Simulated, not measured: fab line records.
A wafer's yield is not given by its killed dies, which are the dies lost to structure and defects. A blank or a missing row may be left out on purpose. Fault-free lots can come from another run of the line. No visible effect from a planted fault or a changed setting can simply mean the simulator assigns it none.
Which of the tools did it? :: flow gf180mcu :: 12 lots, 36 wafers sampled, at 3 steps of a route of 602

WHAT THE GAUGES SHOWED, per wafer
GF_M1_OVL_MEAS_15. Usual: M1_OVL gives -2 nm (standard deviation 5.3).
lot: L640
measured: day 17 05:52
on: overlay-02
M1_OVL (nm): -7 -3 -2
flag: 

lot: L643
measured: day 18 12:28
on: overlay-02
M1_OVL (nm): 0 6 -4
flag: 

lot: L645
measured: day 19 05:16
on: overlay-01
M1_OVL (nm): -2 3 -3
flag: 

lot: L647
measured: day 20 00:26
on: overlay-01
M1_OVL (nm): -3 -2 -2
flag: 

lot: L649
measured: day 21 00:19
on: overlay-01
M1_OVL (nm): -10 -6 -8
flag: 

lot: L650
measured: day 21 10:46
on: overlay-01
M1_OVL (nm): 3 -3 0
flag: 

lot: L656
measured: day 23 16:41
on: overlay-02
M1_OVL (nm): -4 -6 -5
flag: 

lot: L657
measured: day 23 19:59
on: overlay-02
M1_OVL (nm): -11 -7 -10
flag: 

lot: L658
measured: day 23 22:52
on: overlay-01
M1_OVL (nm): 3 2 -1
flag: 

lot: L659
measured: day 24 10:48
on: overlay-01
M1_OVL (nm): 7 6 3
flag: 

lot: L660
measured: day 24 12:21
on: overlay-01
M1_OVL (nm): -3 4 5
flag: 

lot: L661
measured: day 24 19:49
on: overlay-02
M1_OVL (nm): -4 7 3
flag: 

WHICH TOOL RAN EACH LOT (tool, then ch and the chambers of the sampled wafers, then the start)
lot: L640
GF_SALICIDE_RTA_06: rtpAnneal-02 ch 0, day 15 07:00
GF_CONTACT_SPUTTER_22: pvdSputter-01, day 16 06:30

lot: L643
GF_SALICIDE_RTA_06: rtpAnneal-01 ch 0, day 16 12:30
GF_CONTACT_SPUTTER_22: pvdSputter-03, day 17 12:31

lot: L645
GF_SALICIDE_RTA_06: rtpAnneal-02 ch 0, day 17 04:08
GF_CONTACT_SPUTTER_22: pvdSputter-02, day 18 04:01

lot: L647
GF_SALICIDE_RTA_06: rtpAnneal-01 ch 0, day 17 22:28
GF_CONTACT_SPUTTER_22: pvdSputter-01, day 18 23:22

lot: L649
GF_SALICIDE_RTA_06: rtpAnneal-02 ch 0, day 18 21:54
GF_CONTACT_SPUTTER_22: pvdSputter-03, day 19 23:28

lot: L650
GF_SALICIDE_RTA_06: rtpAnneal-02 ch 0, day 19 07:26
GF_CONTACT_SPUTTER_22: pvdSputter-01, day 20 09:33

lot: L656
GF_SALICIDE_RTA_06: rtpAnneal-01 ch 0, day 21 15:37
GF_CONTACT_SPUTTER_22: pvdSputter-03, day 22 16:25

lot: L657
GF_SALICIDE_RTA_06: rtpAnneal-01 ch 0, day 21 19:08
GF_CONTACT_SPUTTER_22: pvdSputter-02, day 22 20:08

lot: L658
GF_SALICIDE_RTA_06: rtpAnneal-02 ch 0, day 21 23:26
GF_CONTACT_SPUTTER_22: pvdSputter-03, day 23 00:02

lot: L659
GF_SALICIDE_RTA_06: rtpAnneal-01 ch 0, day 22 08:47
GF_CONTACT_SPUTTER_22: pvdSputter-03, day 23 09:50

lot: L660
GF_SALICIDE_RTA_06: rtpAnneal-01 ch 0, day 22 12:56
GF_CONTACT_SPUTTER_22: pvdSputter-03, day 23 12:31

lot: L661
GF_SALICIDE_RTA_06: rtpAnneal-01 ch 0, day 22 20:32
GF_CONTACT_SPUTTER_22: pvdSputter-03, day 23 20:49
- GF_SALICIDE_RTA_06: time 30 s.
- GF_CONTACT_SPUTTER_22: material Ti, target thk 15 nm, time 80.02 s.

WHAT THE TOOLS THEMSELVES READ (means of the sampled wafers that have a number; where no wafer has one, the mark that the record gives instead)
GF_SALICIDE_RTA_06. Usual: lampPowerPct 6.46 %, standard deviation 0.066; wafer_temp_C_max 532.3, standard deviation 0.45.
lot: L640
tool: rtpAnneal-02
lampPowerPct (%): 6.55
wafer_temp_C_max: 532.3
flag: 

lot: L643
tool: rtpAnneal-01
lampPowerPct (%): 6.40
wafer_temp_C_max: 532.3
flag: 

lot: L645
tool: rtpAnneal-02
lampPowerPct (%): 6.54
wafer_temp_C_max: 532.1
flag: 

lot: L647
tool: rtpAnneal-01
lampPowerPct (%): 6.41
wafer_temp_C_max: 533.0
flag: 

lot: L649
tool: rtpAnneal-02
lampPowerPct (%): 6.54
wafer_temp_C_max: 532.7
flag: 

lot: L650
tool: rtpAnneal-02
lampPowerPct (%): 6.54
wafer_temp_C_max: 532.6
flag: 

lot: L656
tool: rtpAnneal-01
lampPowerPct (%): 6.40
wafer_temp_C_max: 532.1
flag: 

lot: L657
tool: rtpAnneal-01
lampPowerPct (%): 6.41
wafer_temp_C_max: 532.5
flag: 

lot: L658
tool: rtpAnneal-02
lampPowerPct (%): 6.53
wafer_temp_C_max: 532.1
flag: 

lot: L659
tool: rtpAnneal-01
lampPowerPct (%): 6.41
wafer_temp_C_max: 532.4
flag: 

lot: L660
tool: rtpAnneal-01
lampPowerPct (%): 6.41
wafer_temp_C_max: 532.2
flag: 

lot: L661
tool: rtpAnneal-01
lampPowerPct (%): 6.41
wafer_temp_C_max: 532.2
flag: 

GF_CONTACT_SPUTTER_22. Usual: cathodeDcPowerW 2500.0 W, standard deviation 0.47; throttleValvePct 30.2 %, standard deviation 1.4.
lot: L640
tool: pvdSputter-01
cathodeDcPowerW (W): 2499.9
throttleValvePct (%): 29.5
flag: 

lot: L643
tool: pvdSputter-03
cathodeDcPowerW (W): 2499.8
throttleValvePct (%): 30.1
flag: 

lot: L645
tool: pvdSputter-02
cathodeDcPowerW (W): 2500.1
throttleValvePct (%): 30.3
flag: 

lot: L647
tool: pvdSputter-01
cathodeDcPowerW (W): 2500.0
throttleValvePct (%): 29.6
flag: 

lot: L649
tool: pvdSputter-03
cathodeDcPowerW (W): 2500.2
throttleValvePct (%): 30.8
flag: 

lot: L650
tool: pvdSputter-01
cathodeDcPowerW (W): 2499.9
throttleValvePct (%): 29.7
flag: 

lot: L656
tool: pvdSputter-03
cathodeDcPowerW (W): 2500.0
throttleValvePct (%): 30.3
flag: 

lot: L657
tool: pvdSputter-02
cathodeDcPowerW (W): 2500.3
throttleValvePct (%): 31.3
flag: 

lot: L658
tool: pvdSputter-03
cathodeDcPowerW (W): 2499.7
throttleValvePct (%): 29.7
flag: 

lot: L659
tool: pvdSputter-03
cathodeDcPowerW (W): 2500.1
throttleValvePct (%): 30.6
flag: 

lot: L660
tool: pvdSputter-03
cathodeDcPowerW (W): 2499.8
throttleValvePct (%): 31.4
flag: 

lot: L661
tool: pvdSputter-03
cathodeDcPowerW (W): 2499.8
throttleValvePct (%): 29.8
flag: 

THE ANSWER, worked out from the rows above alone
Rule: lot off if the mean of its wafers having a number is beyond 3 standard deviations from the usual mean. Also off: a lot with no number at a reading for which 4 or more lots have one. All remaining lots with rows at the step are treated as sound. The gauges are gone through in route order, then the tools' own readings, and for those a lot's mean is taken as printed above. At the first step where some lot is off, the reading lying furthest off is the one used; lots without a number count as furthest.
No lot is off at any reading shown: from this, nothing can be told.

WHAT THE SIMULATOR HAD PUT IN
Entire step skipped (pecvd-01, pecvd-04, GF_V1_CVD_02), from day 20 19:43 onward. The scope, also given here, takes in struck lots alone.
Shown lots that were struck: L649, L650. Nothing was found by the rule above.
